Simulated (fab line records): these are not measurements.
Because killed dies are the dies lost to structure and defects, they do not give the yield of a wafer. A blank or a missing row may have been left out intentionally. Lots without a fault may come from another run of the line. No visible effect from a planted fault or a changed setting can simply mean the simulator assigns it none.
Which tool was responsible? / flow sky130 / Sampling: 13 lots, 39 wafers, 6 of 708 route steps

## WHAT THE GAUGES SHOWED, per wafer
SKY_GATE_OXIDE_OVL_MEAS_10.
lot=L925; measured=day 13 16:19; on=overlay-01; GATE_OXIDE_OVL (nm)=-0.9 -1.0 -0.9
lot=L927; measured=day 14 08:26; on=overlay-02; GATE_OXIDE_OVL (nm)=1.9 0.4 1.4
lot=L928; measured=day 14 19:16; on=overlay-02; GATE_OXIDE_OVL (nm)=1.3 1.8 1.3
lot=L929; measured=day 14 23:53; on=overlay-01; GATE_OXIDE_OVL (nm)=0.2 -0.2 1.6
lot=L931; measured=day 16 03:05; on=overlay-02; GATE_OXIDE_OVL (nm)=0.2 -0.7 -1.2
lot=L932; measured=day 16 06:11; on=overlay-02; GATE_OXIDE_OVL (nm)=-0.9 0.2 0.7
lot=L935; measured=day 17 08:06; on=overlay-02; GATE_OXIDE_OVL (nm)=-2.6 -2.0 -2.0
lot=L936; measured=day 17 13:39; on=overlay-02; GATE_OXIDE_OVL (nm)=1.6 2.7 -0.5
lot=L937; measured=day 17 21:38; on=overlay-01; GATE_OXIDE_OVL (nm)=-0.7 -0.6 -1.2
lot=L938; measured=day 18 09:16; on=overlay-01; GATE_OXIDE_OVL (nm)=-1.0 -1.2 0.5
lot=L944; measured=day 21 00:09; on=overlay-01; GATE_OXIDE_OVL (nm)=0.9 2.5 -0.4
lot=L948; measured=day 21 17:01; on=overlay-02; GATE_OXIDE_OVL (nm)=2.0 3.1 2.7
lot=L947; measured=day 21 23:16; on=overlay-01; GATE_OXIDE_OVL (nm)=0.7 1.1 0.9

SKY_POLY_GATE_CD_MEAS_13 targets a cd of 150 nm.
lot=L925; measured=day 16 03:50; on=cd sem-01; cd nm (nm)=150.4 149.5 150.8
lot=L927; measured=day 16 20:10; on=cd sem-02; cd nm (nm)=151.5 151.2 151.6
lot=L928; measured=day 17 10:52; on=cd sem-02; cd nm (nm)=148.3 148.1 149.0
lot=L929; measured=day 17 14:55; on=cd sem-02; cd nm (nm)=151.2 151.3 150.8
lot=L931; measured=day 18 18:23; on=cd sem-01; cd nm (nm)=150.8 149.4 149.8
lot=L932; measured=day 19 00:55; on=cd sem-01; cd nm (nm)=150.9 150.5 151.2
lot=L935; measured=day 20 02:19; on=cd sem-01; cd nm (nm)=153.3 152.6 151.8
lot=L936; measured=day 20 09:02; on=cd sem-02; cd nm (nm)=150.7 151.8 152.1
lot=L937; measured=day 20 16:52; on=cd sem-01; cd nm (nm)=150.5 151.5 150.1
lot=L938; measured=day 21 03:56; on=cd sem-01; cd nm (nm)=151.9 151.5 151.8
lot=L944; measured=day 23 18:47; on=cd sem-02; cd nm (nm)=149.7 149.7 149.2
lot=L948; measured=day 24 10:34; on=cd sem-01; cd nm (nm)=151.2 149.5 150.0
lot=L947; measured=day 24 17:44; on=cd sem-02; cd nm (nm)=149.4 150.3 151.5

SKY_POLY_GATE_OVL_MEAS_14.
lot=L925; measured=day 16 03:58; on=overlay-02; POLY_GATE_OVL (nm)=5 6 4
lot=L927; measured=day 16 20:16; on=overlay-01; POLY_GATE_OVL (nm)=2 -3 6
lot=L928; measured=day 17 10:58; on=overlay-01; POLY_GATE_OVL (nm)=7 3 4
lot=L929; measured=day 17 15:01; on=overlay-02; POLY_GATE_OVL (nm)=-4 -9 -2
lot=L931; measured=day 18 18:30; on=overlay-01; POLY_GATE_OVL (nm)=0 10 6
lot=L932; measured=day 19 01:01; on=overlay-02; POLY_GATE_OVL (nm)=-5 1 2
lot=L935; measured=day 20 02:26; on=overlay-02; POLY_GATE_OVL (nm)=5 7 10
lot=L936; measured=day 20 09:09; on=overlay-01; POLY_GATE_OVL (nm)=10 2 7
lot=L937; measured=day 20 16:58; on=overlay-02; POLY_GATE_OVL (nm)=4 -3 7
lot=L938; measured=day 21 04:02; on=overlay-02; POLY_GATE_OVL (nm)=-5 -1 -4
lot=L944; measured=day 23 18:54; on=overlay-01; POLY_GATE_OVL (nm)=-2 -5 -3
lot=L948; measured=day 24 10:41; on=overlay-02; POLY_GATE_OVL (nm)=0 -5 -11
lot=L947; measured=day 24 17:52; on=overlay-01; POLY_GATE_OVL (nm)=-12 -12 -15

SKY_LDD_HVP_OVL_MEAS_07.
lot=L925; measured=day 21 09:15; on=overlay-01; LDD_HVP_OVL (nm)=-3.7 -1.4 -2.5
lot=L927; measured=day 22 01:41; on=overlay-02; LDD_HVP_OVL (nm)=-2.7 -0.7 -0.9
lot=L928; measured=day 22 18:12; on=overlay-02; LDD_HVP_OVL (nm)=2.4 0.5 1.6
lot=L929; measured=day 22 21:42; on=overlay-01; LDD_HVP_OVL (nm)=-0.6 -1.3 -1.9
lot=L931; measured=day 24 01:18; on=overlay-02; LDD_HVP_OVL (nm)=-0.4 1.3 0.8
lot=L932; measured=day 24 05:32; on=overlay-01; LDD_HVP_OVL (nm)=-1.6 -3.4 -1.5
lot=L935; measured=day 25 07:05; on=overlay-02; LDD_HVP_OVL (nm)=0.7 -1.3 -0.9
lot=L936; measured=day 25 13:02; on=overlay-01; LDD_HVP_OVL (nm)=-1.9 -3.1 -2.6
lot=L937; measured=day 25 20:33; on=overlay-02; LDD_HVP_OVL (nm)=1.1 1.2 0.6
lot=L938; measured=day 26 08:58; on=overlay-01; LDD_HVP_OVL (nm)=- - -
lot=L944; measured=day 28 18:18; on=overlay-01; LDD_HVP_OVL (nm)=-0.8 -0.3 -0.8
lot=L948; measured=day 29 12:14; on=overlay-02; LDD_HVP_OVL (nm)=-0.7 -1.2 1.6
lot=L947; measured=day 29 17:08; on=overlay-01; LDD_HVP_OVL (nm)=1.1 1.3 0.9

SKY_LDD_HVP_TW_MEAS_10.
lot=L925; measured=day 21 09:32; on=film metro-01; LDD_HVP_TW=450 449 451
lot=L927; measured=day 22 01:58; on=film metro-01; LDD_HVP_TW=450 451 450
lot=L928; measured=day 22 18:29; on=film metro-01; LDD_HVP_TW=449 455 451
lot=L929; measured=day 22 21:59; on=film metro-01; LDD_HVP_TW=451 452 450
lot=L931; measured=day 24 01:35; on=film metro-02; LDD_HVP_TW=458 459 457
lot=L932; measured=day 24 05:49; on=film metro-01; LDD_HVP_TW=449 452 453
lot=L935; measured=day 25 07:23; on=film metro-02; LDD_HVP_TW=461 460 462
lot=L936; measured=day 25 13:19; on=film metro-04; LDD_HVP_TW=457 455 458
lot=L937; measured=day 25 20:50; on=film metro-04; LDD_HVP_TW=455 456 454
lot=L938; measured=day 26 09:15; on=film metro-02; LDD_HVP_TW=30 30 30
lot=L944; measured=day 28 18:35; on=film metro-02; LDD_HVP_TW=458 457 458
lot=L948; measured=day 29 12:32; on=film metro-01; LDD_HVP_TW=450 454 453
lot=L947; measured=day 29 17:26; on=film metro-02; LDD_HVP_TW=458 459 460

## WHAT TOOL EACH LOT RAN ON (gives the tool, then ch and the chambers of the sampled wafers, and finally the start)
lot=L925; SKY_LDD_HVP_EXPOSE_04=iline stepper-02 ch 0, day 20 17:55
lot=L927; SKY_LDD_HVP_EXPOSE_04=iline stepper-02 ch 0, day 21 11:07
lot=L928; SKY_LDD_HVP_EXPOSE_04=iline stepper-01 ch 0, day 22 02:35
lot=L929; SKY_LDD_HVP_EXPOSE_04=iline stepper-01 ch 0, day 22 07:02
lot=L931; SKY_LDD_HVP_EXPOSE_04=iline stepper-02 ch 0, day 23 09:58
lot=L932; SKY_LDD_HVP_EXPOSE_04=iline stepper-02 ch 0, day 23 14:46
lot=L935; SKY_LDD_HVP_EXPOSE_04=iline stepper-01 ch 0, day 24 15:57
lot=L936; SKY_LDD_HVP_EXPOSE_04=iline stepper-02 ch 0, day 24 22:40
lot=L937; SKY_LDD_HVP_EXPOSE_04=iline stepper-01 ch 0, day 25 06:08
lot=L938; SKY_LDD_HVP_EXPOSE_04=iline stepper-01 ch 0, day 25 18:35
lot=L944; SKY_LDD_HVP_EXPOSE_04=iline stepper-01 ch 0, day 28 04:26
lot=L948; SKY_LDD_HVP_EXPOSE_04=iline stepper-01 ch 0, day 28 22:18
lot=L947; SKY_LDD_HVP_EXPOSE_04=iline stepper-01 ch 0, day 29 03:35
- SKY_LDD_HVP_EXPOSE_04: exposes mask HVPTM, target cd 700 nm.

## WHAT THE TOOLS THEMSELVES READ (means of the sampled wafers that have a number; where no wafer has one, the mark that the record gives instead)
The record holds no such reading with a usual standard deviation.

## THE ANSWER, worked out from the rows above alone
Rule: the lots themselves supply what counts as usual. Put in order of their means at a reading, lots are off if they are a third of the lots or fewer, leave a main group of 4 or more, and stand apart from it by a gap of 3 or more times the standard deviation of the main group's means; of several such gaps the widest counts. The tables above print the reading to a certain number of digits; a main group whose means all agree to those digits is not used. Also off: a lot with no number at a reading for which 4 or more lots have one. Where the step has rows for the other lots, those lots are counted as sound. After the gauges, taken in route order, come the tools' own readings; for these a lot's mean is taken, as printed above. The first step at which some lot is off is used, and at that step the reading that is off furthest; a lot without a number counts as furthest.
Off: L938, seen at SKY_LDD_HVP_OVL_MEAS_07 (LDD_HVP_OVL). Without a number there: L938. The main group has a mean of -0.6 nm with a standard deviation of 1.4.
If a tool, at a process step before that reading, ran all the lots that are off and no sound lot after the first of them, it fits. The gauges at SKY_LDD_HVP_OVL_MEAS_07 aren't tried: what is off there is off at SKY_LDD_HVP_TW_MEAS_10 too, on other tools, and a gauge's error can't cause that. No candidate that was tried fits.

## WHAT THE SIMULATOR PUT IN
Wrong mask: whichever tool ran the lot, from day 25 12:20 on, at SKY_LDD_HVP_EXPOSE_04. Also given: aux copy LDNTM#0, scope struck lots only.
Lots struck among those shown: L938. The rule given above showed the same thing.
